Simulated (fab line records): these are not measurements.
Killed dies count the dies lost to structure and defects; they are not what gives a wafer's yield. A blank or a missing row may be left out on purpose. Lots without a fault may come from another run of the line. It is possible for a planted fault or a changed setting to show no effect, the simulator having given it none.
fab line records	flow gf180mcu
[record] lots = 24	wafers = 72	last-day = 34
route steps=602 shown HV_LDD@234 V1@349 V2@383 V4@481 M5@534
lots that met no fault: taken from a fault-free run of the same line
start-h: start of the lot's first displayed wafer, in hours after the record's first day	wait-h: hours from the lot's prior step to this one	" same as the row above	L1.1+2: several wafers, shown together as one row	- value missing, or start not given	* or withheld: withheld	< > ~ a bound
route shown NAME@n: NAME is a module with steps in the file, n the number in the route of the first one	usual: average and standard deviation across the fault-free wafers	same: alike in all rows	chamber/n: place in a boat	sites: per-site readings	_std_site: their standard deviation	_edge_site: mean of outer sites minus mean of inner sites	radius-mm: for every site, how far away it sits from the centre of the wafer	mask NAME#n: copy n	behind: tool/chamber where the wafer was last shaped	hold: why the lot was held/for how many hours/how that ended	device: the transistor (n, p or np) that didn't switch	end of line: the tests these same wafers got at the end of their route	a step without rows: its recipe alone	killed: not the wafer's yield, but the dies lost to structure and defects at the first sort	map: dies across one wafer; x = killed, . = not, _ = none there
set.NAME: the setting that was run; set.NAME@STEP: the one run at that earlier step	model.NAME: the simulator's own value behind a step, which no gauge read
steps of the route over a sample of lots; a table a step, a row a wafer
services: a tool's chamber out of use, with start hour (start-h, from the record's first day; less than 0 if before it), hours out, and reason
[[steps]]
[step GF_HV_LDD_ETCHBACK_58]
[recipe] chemistry = CH3F/O2	target = Si3N4	stop-on = SiO2	source-w = 400	bias-w = 80	pressure-mtorr = 25	ch3f-flow-sccm = 40	O2_flow_sccm = 30	time-s = 100	target-depth-a = 900
[usual] drypump-motor-current-A = 5.8/0.49	oes-product-au = 0.843/0.0064	throttle-valve-pct = 10.561/0.0085
lot.wafer	tool	chamber	start-h	wait-h	drypump-motor-current-A	oes-product-au	rf-hours-counter-h	throttle-valve-pct
L074.1	rie-diel-01	0	274.89	0.1	5.9	0.837	8	10.543
L074.2	"	1	"	"	5.5	0.850	1	10.559
L074.4	"	2	"	"	5.6	0.832	11	10.579
L075.1	rie-diel-01	1	292.28	0.1	5.5	0.838	2	10.563
L075.2	"	3	"	"	6.4	0.836	17	10.556
L075.3	"	0	"	"	5.9	0.846	9	10.570
L076.1	rie-diel-04	1	292.95	0.1	5.8	0.839	11	10.564
L076.4	"	3	"	"	6.6	0.839	91	10.554
L076.6	"	2	"	"	6.5	0.829	-	10.587
L077.4	rie-diel-03	2	295.68	0.0	5.4	0.854	49	10.563
L077.5	"	0	"	"	5.8	0.839	-	10.562
L077.6	"	3	"	"	5.0	0.844	-	10.564
L079.3	rie-diel-04	1	316.55	0.0	5.9	0.847	11	10.560
L079.4	"	3	"	"	6.5	0.835	-	10.558
L079.5	"	2	"	"	6.4	0.841	-	10.556
L078.3	rie-diel-01	2	317.97	0.0	5.5	0.841	13	10.554
L078.5	"	1	"	"	5.4	0.842	-	10.561
L078.6	"	2	"	"	5.5	0.841	-	10.569
L080.1	rie-diel-03	3	331.84	0.1	5.0	0.840	86	10.560
L080.5	"	3	"	"	5.0	0.845	-	10.564
L080.6	"	2	"	"	5.4	0.835	-	10.567
L081.1	rie-diel-04	0	334.53	0.1	6.0	0.846	3	10.560
L081.3	"	2	"	"	6.4	0.852	66	10.560
L081.6	"	2	"	"	6.5	0.851	-	10.563
L082.3	rie-diel-01	2	337.48	0.0	5.5	0.855	13	10.568
L082.5	"	3	"	"	6.4	0.843	-	10.563
L082.6	"	2	"	"	5.5	0.853	-	10.564
L083.1	rie-diel-01	1	356.69	0.1	5.5	0.847	4	10.567
L083.2	"	3	"	"	6.4	0.849	19	10.546
L083.5	"	3	"	"	6.4	0.844	-	10.563
L084.3	rie-diel-03	2	357.51	0.0	5.4	0.837	50	10.573
L084.5	"	3	"	"	5.0	0.838	-	10.556
L084.6	"	1	"	"	5.4	0.838	-	10.551
L085.3	rie-diel-04	2	368.90	0.0	6.4	0.847	67	10.552
L085.5	"	0	"	"	6.0	0.843	-	10.545
L085.6	"	1	"	"	5.8	0.840	-	10.561
L086.4	rie-diel-03	2	371.45	0.1	5.3	0.842	-	10.560
L086.5	"	1	"	"	5.4	0.845	-	10.578
L086.6	"	3	"	"	5.0	0.833	-	10.573
L087.2	rie-diel-01	1	382.41	0.0	5.5	0.845	5	10.551
L087.3	"	3	"	"	6.4	0.843	19	10.560
L087.4	"	0	"	"	5.9	0.835	11	10.557
L088.1	rie-diel-04	1	395.36	0.1	5.8	0.843	14	10.573
L088.2	"	3	"	"	6.6	0.848	94	10.560
L088.5	"	1	"	"	5.9	0.848	-	10.559
L089.1	rie-diel-03	2	396.78	0.1	5.4	0.849	51	10.550
L089.2	"	3	"	"	5.0	0.851	88	10.566
L089.5	"	1	"	"	5.4	0.834	-	10.558
L090.1	rie-diel-03	2	399.61	0.1	5.4	0.848	51	10.569
L090.2	"	0	"	"	5.8	0.853	1	10.567
L090.6	"	2	"	"	5.4	0.856	-	10.576
L091.1	rie-diel-03	2	414.35	0.1	5.4	0.843	52	10.560
L091.3	"	1	"	"	5.4	0.838	28	10.555
L091.4	"	3	"	"	4.9	0.846	89	10.571
L092.2	rie-diel-01	3	420.75	0.0	6.4	0.845	20	10.555
L092.4	"	0	"	"	5.9	0.832	11	10.559
L092.6	"	2	"	"	5.5	0.841	-	10.566
L093.2	rie-diel-04	1	429.46	0.0	5.9	0.847	15	10.547
L093.5	"	3	"	"	6.5	0.854	-	10.564
L093.6	"	0	"	"	5.9	0.836	-	10.562
L094.1	rie-diel-01	0	445.93	0.1	5.9	0.836	12	10.552
L094.4	"	2	"	"	5.6	0.833	16	10.563
L094.5	"	1	"	"	5.4	0.833	-	10.557
L095.1	rie-diel-03	0	447.28	0.1	5.8	0.829	2	10.567
L095.4	"	1	"	"	5.4	0.844	29	10.558
L095.6	"	2	"	"	5.3	0.847	-	10.554
L096.1	rie-diel-04	0	458.54	0.1	6.0	0.838	6	10.567
L096.3	"	3	"	"	6.6	0.840	96	10.567
L096.5	"	2	"	"	6.5	0.839	-	10.558
L097.2	rie-diel-04	0	464.37	0.0	5.9	0.844	6	10.571
L097.4	"	2	"	"	6.5	0.851	-	10.566
L097.5	"	0	"	"	5.9	0.851	-	10.559
[step GF_V1_CD_MEAS_14]
[recipe] target-cd-nm = 260
[usual] cd-nm = 260.1/1.3
lot.wafer	tool	chamber	start-h	wait-h	cd-nm
L074.1	cd-sem-01	-	408.38	0.1	260.9
L074.2	"	-	"	"	260.2
L074.4	"	-	"	"	259.3
L076.1	cd-sem-01	-	430.26	0.1	259.6
L076.4	"	-	"	"	259.1
L076.6	"	-	"	"	259.2
L075.1	cd-sem-02	-	430.70	0.1	260.2
L075.2	"	-	"	"	259.9
L075.3	"	-	"	"	260.3
L077.4	cd-sem-01	-	434.62	0.1	258.8
L077.5	"	-	"	"	258.0
L077.6	"	-	"	"	259.9
L079.3	cd-sem-02	-	458.17	0.1	261.3
L079.4	"	-	"	"	262.0
L079.5	"	-	"	"	261.2
L078.3	cd-sem-01	-	459.12	0.1	261.2
L078.5	"	-	"	"	261.7
L078.6	"	-	"	"	260.8
L080.1	cd-sem-01	-	474.31	0.1	262.5
L080.5	"	-	"	"	264.7
L080.6	"	-	"	"	263.4
L081.1	cd-sem-01	-	479.33	0.1	261.2
L081.3	"	-	"	"	261.6
L081.6	"	-	"	"	262.0
L082.3	cd-sem-01	-	483.75	0.1	259.3
L082.5	"	-	"	"	259.0
L082.6	"	-	"	"	259.8
L083.1	cd-sem-02	-	503.28	0.1	260.3
L083.2	"	-	"	"	259.6
L083.5	"	-	"	"	259.5
L084.3	cd-sem-01	-	503.69	0.1	261.2
L084.5	"	-	"	"	261.1
L084.6	"	-	"	"	260.7
L085.3	cd-sem-02	-	515.24	0.1	260.4
L085.5	"	-	"	"	260.0
L085.6	"	-	"	"	260.2
L086.4	cd-sem-01	-	518.86	0.1	258.6
L086.5	"	-	"	"	259.3
L086.6	"	-	"	"	258.6
L087.2	cd-sem-01	-	530.68	0.1	258.7
L087.3	"	-	"	"	259.7
L087.4	"	-	"	"	259.6
L088.1	cd-sem-01	-	542.08	0.1	259.9
L088.2	"	-	"	"	259.7
L088.5	"	-	"	"	259.6
L089.1	cd-sem-01	-	544.31	0.1	260.9
L089.2	"	-	"	"	260.0
L089.5	"	-	"	"	259.4
L090.1	cd-sem-02	-	546.56	0.1	260.6
L090.2	"	-	"	"	259.8
L090.6	"	-	"	"	260.7
L091.1	cd-sem-02	-	561.05	0.1	262.4
L091.3	"	-	"	"	263.2
L091.4	"	-	"	"	261.9
L092.2	cd-sem-02	-	565.57	0.1	258.6
L092.4	"	-	"	"	257.9
L092.6	"	-	"	"	258.5
L093.2	cd-sem-02	-	574.93	0.1	259.3
L093.5	"	-	"	"	258.9
L093.6	"	-	"	"	258.2
L094.1	cd-sem-02	-	590.21	0.1	260.3
L094.4	"	-	"	"	261.3
L094.5	"	-	"	"	259.1
L095.1	cd-sem-02	-	592.36	0.1	260.4
L095.4	"	-	"	"	261.1
L095.6	"	-	"	"	261.1
L096.1	cd-sem-01	-	600.41	0.1	258.9
L096.3	"	-	"	"	258.9
L096.5	"	-	"	"	258.8
L097.2	cd-sem-02	-	604.58	0.1	259.6
L097.4	"	-	"	"	260.1
L097.5	"	-	"	"	260.7
[step GF_V2_THK_MEAS_01]
[recipe] reads = SiO2_of_V2_CVD_00
[usual] V2_CVD_00_THK = 598/6.6
lot.wafer	tool	chamber	start-h	wait-h	V2_CVD_00_THK[nm]
L074.1	film-metro-02	-	435.16	0.0	594
L074.2	"	-	"	"	605
L074.4	"	-	"	"	601
L076.1	film-metro-02	-	457.36	0.0	603
L076.4	"	-	"	"	602
L076.6	"	-	"	"	588
L075.1	film-metro-02	-	457.68	0.0	599
L075.2	"	-	"	"	597
L075.3	"	-	"	"	604
L077.4	film-metro-02	-	461.46	0.0	611
L077.5	"	-	"	"	602
L077.6	"	-	"	"	605
L079.3	film-metro-04	-	485.48	0.1	594
L079.4	"	-	"	"	602
L079.5	"	-	"	"	606
L078.3	film-metro-02	-	486.45	0.1	612
L078.5	"	-	"	"	608
L078.6	"	-	"	"	595
L080.1	film-metro-02	-	500.58	0.0	598
L080.5	"	-	"	"	603
L080.6	"	-	"	"	598
L081.1	film-metro-02	-	505.13	0.0	599
L081.3	"	-	"	"	599
L081.6	"	-	"	"	603
L082.3	film-metro-02	-	509.52	0.1	596
L082.5	"	-	"	"	611
L082.6	"	-	"	"	601
L083.1	film-metro-04	-	529.38	0.0	591
L083.2	"	-	"	"	591
L083.5	"	-	"	"	600
L084.3	film-metro-04	-	529.85	0.1	603
L084.5	"	-	"	"	593
L084.6	"	-	"	"	595
L085.3	film-metro-04	-	541.20	0.1	587
L085.5	"	-	"	"	593
L085.6	"	-	"	"	592
L086.4	film-metro-02	-	544.22	0.0	606
L086.5	"	-	"	"	603
L086.6	"	-	"	"	608
L087.2	film-metro-04	-	555.90	0.0	597
L087.3	"	-	"	"	597
L087.4	"	-	"	"	592
L088.1	film-metro-02	-	566.07	0.0	599
L088.2	"	-	"	"	591
L088.5	"	-	"	"	595
L089.1	film-metro-04	-	569.65	0.0	585
L089.2	"	-	"	"	597
L089.5	"	-	"	"	593
L090.1	film-metro-04	-	571.54	0.0	603
L090.2	"	-	"	"	589
L090.6	"	-	"	"	600
L091.1	film-metro-02	-	585.77	0.0	591
L091.3	"	-	"	"	604
L091.4	"	-	"	"	607
L092.2	film-metro-02	-	589.24	0.0	601
L092.4	"	-	"	"	602
L092.6	"	-	"	"	600
L093.2	film-metro-02	-	598.92	0.0	590
L093.5	"	-	"	"	602
L093.6	"	-	"	"	596
L094.1	film-metro-04	-	614.23	0.0	592
L094.4	"	-	"	"	597
L094.5	"	-	"	"	584
L095.1	film-metro-02	-	615.50	0.0	591
L095.4	"	-	"	"	596
L095.6	"	-	"	"	598
L096.1	film-metro-01	-	622.77	0.0	613
L096.3	"	-	"	"	610
L096.5	"	-	"	"	613
L097.2	film-metro-04	-	627.89	0.0	594
L097.4	"	-	"	"	592
L097.5	"	-	"	"	606
[step GF_V2_STRIP_18]
[recipe] chemistry = O2/N2	power-w = 1400	pressure-mtorr = 1500	platen-temp-c = 250	o2-flow-sccm = 3000	n2-flow-sccm = 300	overash-fraction = 0.5
[usual] drypump-motor-current-A = 6.1/0.52	heater-power-w = 331/33	o2-flow-sccm = 3001/9.4	oes-product-au = 0.594/0.0048	platen-temp-c = 250.01/0.15
lot.wafer	tool	chamber	start-h	wait-h	drypump-motor-current-A	heater-power-w	o2-flow-sccm	oes-product-au	platen-temp-c	rf-hours-counter-h
L074.1	plasma-asher-01	0	460.94	-	5.7	300	2985	0.592	249.93	70
L074.2	"	1	"	"	5.9	311	3006	0.589	249.73	70
L074.4	"	0	"	"	5.7	310	2979	0.586	249.94	-
L076.1	plasma-asher-02	1	482.04	-	6.6	365	2991	0.581	249.97	81
L076.4	"	0	"	"	6.8	352	2992	0.593	249.88	-
L076.6	"	1	"	"	6.5	353	2994	0.590	249.82	-
L075.1	plasma-asher-02	1	482.56	-	6.5	357	2996	0.589	250.01	81
L075.2	"	0	"	"	6.8	347	3005	0.594	250.40	81
L075.3	"	0	"	"	6.8	351	2996	0.592	249.97	-
L077.4	plasma-asher-01	0	486.88	-	5.7	307	2987	0.600	249.94	-
L077.5	"	1	"	"	5.9	313	3007	0.593	250.11	-
L077.6	"	0	"	"	5.7	295	3001	0.595	250.17	-
L079.3	plasma-asher-02	1	509.72	-	6.5	359	2990	0.588	250.04	-
L079.4	"	0	"	"	6.8	349	2991	0.591	250.08	-
L079.5	"	0	"	"	6.8	356	3003	0.588	250.13	-
L078.3	plasma-asher-02	1	511.33	-	6.5	366	3006	0.604	249.87	-
L078.5	"	1	"	"	6.5	365	3007	0.593	250.01	-
L078.6	"	0	"	"	6.8	358	2989	0.594	250.04	-
L080.1	plasma-asher-04	0	524.01	-	5.4	265	3008	0.590	250.02	44
L080.5	"	1	"	"	5.6	359	3012	0.596	250.11	-
L080.6	"	0	"	"	5.4	266	3009	0.598	249.93	-
L081.1	plasma-asher-01	1	529.70	-	5.9	322	2990	0.590	250.25	78
L081.3	"	1	"	"	5.9	321	2974	0.594	250.25	-
L081.6	"	0	"	"	5.7	309	2999	0.592	249.86	-
L082.3	plasma-asher-02	1	533.64	-	6.5	351	2997	0.591	249.79	-
L082.5	"	1	"	"	6.5	374	3016	0.599	249.91	-
L082.6	"	0	"	"	6.8	358	2998	0.592	250.21	-
L083.1	plasma-asher-01	1	553.20	-	5.9	317	3003	0.585	249.82	80
L083.2	"	0	"	"	5.8	295	2999	0.599	250.12	80
L083.5	"	1	"	"	5.9	326	3003	0.595	250.09	-
L084.3	plasma-asher-04	0	553.88	-	5.4	268	3013	0.603	250.03	-
L084.5	"	1	"	"	5.5	354	2995	0.588	250.02	-
L084.6	"	0	"	"	5.4	269	2991	0.594	250.03	-
L085.3	plasma-asher-02	1	564.53	-	6.5	353	3001	0.602	249.95	-
L085.5	"	1	"	"	6.5	365	3006	0.602	250.06	-
L085.6	"	0	"	"	6.8	354	2978	0.596	250.08	-
L086.4	plasma-asher-04	0	566.68	-	5.4	265	3009	0.599	250.07	-
L086.5	"	0	"	"	5.4	264	2990	0.591	250.04	-
L086.6	"	1	"	"	5.6	358	3010	0.594	249.74	-
L087.2	plasma-asher-04	0	578.65	-	5.4	264	3002	0.599	250.12	49
L087.3	"	1	"	"	5.5	351	3009	0.594	249.78	-
L087.4	"	0	"	"	5.4	260	3000	0.597	250.12	-
L088.1	plasma-asher-01	0	588.45	-	5.7	301	3025	0.594	250.07	85
L088.2	"	1	"	"	5.9	319	2998	0.591	249.66	85
L088.5	"	0	"	"	5.7	305	2999	0.598	249.90	-
L089.1	plasma-asher-02	1	592.11	-	6.5	357	3004	0.601	249.79	92
L089.2	"	0	"	"	6.8	360	3018	0.597	249.82	92
L089.5	"	1	"	"	6.5	355	2992	0.596	250.05	-
L090.1	plasma-asher-02	0	593.41	-	6.8	352	3006	0.600	250.14	92
L090.2	"	1	"	"	6.5	362	2999	0.587	249.97	92
L090.6	"	1	"	"	6.5	356	2993	0.593	250.33	-
L091.1	plasma-asher-01	0	608.04	-	5.7	301	3001	0.592	250.27	87
L091.3	"	1	"	"	5.9	317	2996	0.603	250.05	-
L091.4	"	0	"	"	5.7	299	3005	0.596	250.14	-
L092.2	plasma-asher-02	1	610.81	-	6.5	356	2992	0.585	249.92	94
L092.4	"	1	"	"	6.5	369	2989	0.595	249.92	-
L092.6	"	1	"	"	6.5	359	3000	0.592	250.02	-
L093.2	plasma-asher-02	1	619.81	-	6.5	353	2989	0.597	249.82	95
L093.5	"	1	"	"	6.5	355	2979	0.589	249.88	-
L093.6	"	0	"	"	6.8	352	3004	0.596	250.11	-
L094.1	plasma-asher-01	1	635.91	-	5.9	323	2995	0.598	249.99	90
L094.4	"	0	"	"	5.7	303	2991	0.588	249.94	-
L094.5	"	0	"	"	5.7	300	2991	0.595	250.20	-
L095.1	plasma-asher-04	1	636.31	-	5.5	353	3001	0.595	249.75	56
L095.4	"	0	"	"	5.4	273	3002	0.603	249.88	-
L095.6	"	0	"	"	5.4	260	2995	0.600	250.09	-
L096.1	plasma-asher-02	1	643.36	-	6.5	360	2990	0.590	250.29	97
L096.3	"	1	"	"	6.5	349	2995	0.594	249.90	-
L096.5	"	1	"	"	6.5	359	3001	0.589	250.12	-
L097.2	plasma-asher-04	1	648.95	-	5.6	349	2993	0.596	249.98	57
L097.4	"	0	"	"	5.5	269	3000	0.594	250.26	-
L097.5	"	0	"	"	5.4	268	3013	0.594	249.87	-
[step GF_V4_BOW_MEAS_05]
[recipe] mode = bow
[usual] V4_BOW = 137/9.2
lot.wafer	tool	chamber	start-h	wait-h	V4_BOW[um]
L074.1	film-metro-04	-	537.87	0.1	139
L074.2	"	-	"	"	143
L074.4	"	-	"	"	147
L076.1	film-metro-04	-	556.99	0.1	133
L076.4	"	-	"	"	139
L076.6	"	-	"	"	148
L075.1	film-metro-02	-	557.29	0.1	129
L075.2	"	-	"	"	129
L075.3	"	-	"	"	134
L077.4	film-metro-02	-	561.59	0.2	135
L077.5	"	-	"	"	137
L077.6	"	-	"	"	126
L079.3	film-metro-04	-	583.08	0.3	141
L079.4	"	-	"	"	145
L079.5	"	-	"	"	140
L078.3	film-metro-02	-	583.77	0.2	143
L078.5	"	-	"	"	149
L078.6	"	-	"	"	135
L080.1	film-metro-02	-	595.25	0.1	122
L080.5	"	-	"	"	128
L080.6	"	-	"	"	126
L081.1	film-metro-01	-	602.20	0.2	125
L081.3	"	-	"	"	134
L081.6	"	-	"	"	128
L082.3	film-metro-02	-	605.27	0.1	134
L082.5	"	-	"	"	158
L082.6	"	-	"	"	148
L083.1	film-metro-01	-	622.02	0.1	134
L083.2	"	-	"	"	132
L083.5	"	-	"	"	141
L084.3	film-metro-04	-	622.38	0.1	139
L084.5	"	-	"	"	139
L084.6	"	-	"	"	126
L085.3	film-metro-01	-	633.60	0.2	119
L085.5	"	-	"	"	128
L085.6	"	-	"	"	120
L086.4	film-metro-02	-	635.15	0.2	123
L086.5	"	-	"	"	128
L086.6	"	-	"	"	132
L087.2	film-metro-04	-	646.98	0.2	146
L087.3	"	-	"	"	151
L087.4	"	-	"	"	143
L088.1	film-metro-02	-	655.39	0.1	132
L088.2	"	-	"	"	122
L088.5	"	-	"	"	136
L089.1	film-metro-04	-	659.29	0.2	122
L089.2	"	-	"	"	135
L089.5	"	-	"	"	129
L090.1	film-metro-01	-	659.43	0.1	126
L090.2	"	-	"	"	124
L090.6	"	-	"	"	131
L091.1	film-metro-04	-	674.59	0.2	124
L091.3	"	-	"	"	127
L091.4	"	-	"	"	129
L092.2	film-metro-02	-	677.02	0.2	138
L092.4	"	-	"	"	155
L092.6	"	-	"	"	148
L093.2	film-metro-01	-	684.91	0.2	146
L093.5	"	-	"	"	150
L093.6	"	-	"	"	143
L094.1	film-metro-02	-	699.78	0.1	143
L094.4	"	-	"	"	143
L094.5	"	-	"	"	138
L095.1	film-metro-04	-	700.13	0.2	130
L095.4	"	-	"	"	146
L095.6	"	-	"	"	147
L096.1	film-metro-02	-	707.10	0.2	140
L096.3	"	-	"	"	142
L096.5	"	-	"	"	144
L097.2	film-metro-01	-	711.99	0.1	114
L097.4	"	-	"	"	121
L097.5	"	-	"	"	114
[step GF_M5_OVL_MEAS_08]
[usual] M5_OVL = -3/5
lot.wafer	tool	chamber	start-h	wait-h	M5_OVL[nm]
L074.1	overlay-02	-	605.87	0.1	-5
L074.2	"	-	"	"	-6
L074.4	"	-	"	"	-2
L076.1	overlay-02	-	624.10	0.1	-7
L076.4	"	-	"	"	3
L076.6	"	-	"	"	-11
L075.1	overlay-01	-	624.92	0.1	-12
L075.2	"	-	"	"	-15
L075.3	"	-	"	"	-7
L077.4	overlay-01	-	627.89	0.1	-3
L077.5	"	-	"	"	-8
L077.6	"	-	"	"	-2
L079.3	overlay-01	-	647.43	0.1	-9
L079.4	"	-	"	"	-9
L079.5	"	-	"	"	-11
L078.3	overlay-01	-	647.86	0.1	5
L078.5	"	-	"	"	-5
L078.6	"	-	"	"	0
L080.1	overlay-01	-	658.39	0.1	-5
L080.5	"	-	"	"	-3
L080.6	"	-	"	"	-1
L081.1	overlay-01	-	662.92	0.1	-2
L081.3	"	-	"	"	-1
L081.6	"	-	"	"	2
L082.3	overlay-01	-	667.69	0.1	-14
L082.5	"	-	"	"	-6
L082.6	"	-	"	"	-5
L083.1	overlay-01	-	682.69	0.1	-5
L083.2	"	-	"	"	7
L083.5	"	-	"	"	2
L084.3	overlay-01	-	683.81	0.1	-3
L084.5	"	-	"	"	-2
L084.6	"	-	"	"	-1
L085.3	overlay-02	-	695.16	0.1	2
L085.5	"	-	"	"	0
L085.6	"	-	"	"	-3
L086.4	overlay-02	-	695.99	0.1	-7
L086.5	"	-	"	"	-8
L086.6	"	-	"	"	-3
L087.2	overlay-01	-	706.55	0.1	3
L087.3	"	-	"	"	-5
L087.4	"	-	"	"	-6
L088.1	overlay-02	-	714.47	0.1	-8
L088.2	"	-	"	"	-1
L088.5	"	-	"	"	-3
L089.1	overlay-01	-	717.88	0.1	0
L089.2	"	-	"	"	-1
L089.5	"	-	"	"	-6
L090.1	overlay-02	-	717.94	0.1	0
L090.2	"	-	"	"	-3
L090.6	"	-	"	"	-2
L091.1	overlay-01	-	731.97	0.1	1
L091.3	"	-	"	"	7
L091.4	"	-	"	"	9
L092.2	overlay-02	-	734.05	0.1	-2
L092.4	"	-	"	"	10
L092.6	"	-	"	"	1
L093.2	overlay-02	-	741.15	0.1	5
L093.5	"	-	"	"	1
L093.6	"	-	"	"	-7
L094.1	overlay-02	-	755.09	0.1	-9
L094.4	"	-	"	"	-3
L094.5	"	-	"	"	-2
L095.1	overlay-02	-	755.44	0.1	-3
L095.4	"	-	"	"	-2
L095.6	"	-	"	"	-1
L096.1	overlay-01	-	761.04	0.1	2
L096.3	"	-	"	"	-2
L096.5	"	-	"	"	-2
L097.2	overlay-01	-	764.79	0.1	-13
L097.4	"	-	"	"	-4
L097.5	"	-	"	"	-13
[[services]]
tool	chamber	start-h	hours	kind
rie-diel-03	-	272.85	2.1	repair
rie-diel-04	2	286.60	3.5	repair
rie-diel-01	0	297.18	15.0	repair
rie-diel-01	3	298.23	17.1	repair
rie-diel-04	0	298.95	23.4	repair
rie-diel-01	1	301.73	1.3	repair
plasma-asher-02	-	316.59	0.4	repair
rie-diel-04	-	322.18	2.8	pm
rie-diel-01	0	324.98	9.8	repair
rie-diel-04	0	354.69	8.8	repair
rie-diel-01	0	372.04	5.1	repair
rie-diel-01	-	396.11	14.1	repair
rie-diel-01	1	404.81	14.8	repair
rie-diel-01	-	411.89	0.2	repair
rie-diel-04	1	459.76	12.7	repair
rie-diel-03	3	507.00	6.6	repair
plasma-asher-02	-	541.26	15.6	pm
rie-diel-04	-	542.24	15.6	pm
rie-diel-01	2	543.90	1.3	repair
rie-diel-03	3	547.20	6.3	repair
rie-diel-01	3	556.15	5.2	repair
rie-diel-03	-	562.89	2.8	pm
rie-diel-04	3	564.57	3.1	repair
rie-diel-01	0	586.39	27.2	repair
[[key]]
fault none
